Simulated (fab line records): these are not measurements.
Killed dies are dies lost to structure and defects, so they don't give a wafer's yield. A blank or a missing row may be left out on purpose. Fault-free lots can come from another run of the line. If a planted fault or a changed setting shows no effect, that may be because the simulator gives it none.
A struck lot beside a sound one + flow sky130 + 15 steps out of a route of 708
Sound: these wafers, L609.1, L609.4, L609.6. Struck: wafers L619.3, L619.4, L619.6. The cause comes at the end.
Order at every step that has rows: each side's tool, ch and its chambers, its first start. Under that, the readings that differ: sound wafers + struck wafers + difference of the means + sigmas: that difference in standard deviations of wafers without a fault.
alike: readings with means less than 2 such deviations apart, plus words and numbers identical on both sides. not compared: withheld readings, readings lacking a value on some wafer, bounds such as >300 that could conceal the same value, and numbers that have no deviation in the record and whose values overlap.
The two part at a step that has a row with sigmas, a row that says differs or no value, or rows on one side only. Numbers that don't overlap but have no deviation are shown without sigmas and don't part them. Lack of a reading on every wafer of one side parts them only where that side has two or more wafers.

first, 2 steps without rows for these wafers: SKY_METAL3_CLEAN_22 (cleans in O3/DIW); SKY_VIA3_HDPCVD_00 (deposits SiO2, target thk 1635 nm, time 272.5 s).
SKY_VIA3_THK_MEAS_01:
  sound on film_metro-02 at day 39 21:47; struck on film_metro-02 at day 42 15:35
  alike: VIA3_HDPCVD_THK
SKY_VIA3_CMP_02: polishes SiO2.
  sound on cmp-01 ch 0,1, day 39 21:50; struck on cmp-01 ch 0,1,3, day 42 15:44
  alike: motor_current_A
SKY_VIA3_BOW_MEAS_03:
  sound on film_metro-03 at day 39 22:08; struck on film_metro-02 at day 42 15:59
  alike: VIA3_BOW
then, 7 steps without rows for these wafers: SKY_VIA3_DEHYDRATE_04 (time 60 s); SKY_VIA3_HMDS_05 (prime time 60 s); SKY_VIA3_COAT_06 (resist thk 60 nm); SKY_VIA3_COAT_07 (resist thk 450 nm); SKY_VIA3_SOFTBAKE_08 (time 90 s); SKY_VIA3_EXPOSE_09 (exposes mask VIM3, target cd 200 nm); SKY_VIA3_PEB_10.
SKY_VIA3_DEVELOP_11: develop time 60 s.
  sound on litho_track-02 ch 0, day 40 22:00; struck on litho_track-03 ch 0, day 43 14:00
| reading              | sound             | struck            | difference | sigmas |
|----------------------|-------------------|-------------------|------------|--------|
| developer_temp_C (C) | 20.91 20.63 20.85 | 21.87 21.81 21.70 | +1.00      | +8     |
  alike: chill_plate_temp_C
SKY_VIA3_CD_MEAS_12: target cd 200 nm.
  sound on cd_sem-01 at day 40 22:28; struck on cd_sem-02 at day 43 14:46
  alike: cd_nm
-- the record jumps here: 5 days lie between the struck wafers' starts before and after (it left off in module VIA3 and takes up again in module PAD_OPEN, whose first step shown is number 708 of the route) --
SKY_PAD_OPEN_PROBE_99:
  rows exist in the record for the struck wafers here (prober-02, day 49 01:55), but not for the sound ones

WHERE THEY PART
First at SKY_VIA3_DEVELOP_11; last, within this record, at SKY_PAD_OPEN_PROBE_99.

WHY: what the simulator had put in
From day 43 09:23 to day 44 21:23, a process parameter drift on litho_track-03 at SKY_VIA3_DEVELOP_11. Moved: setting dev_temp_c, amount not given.
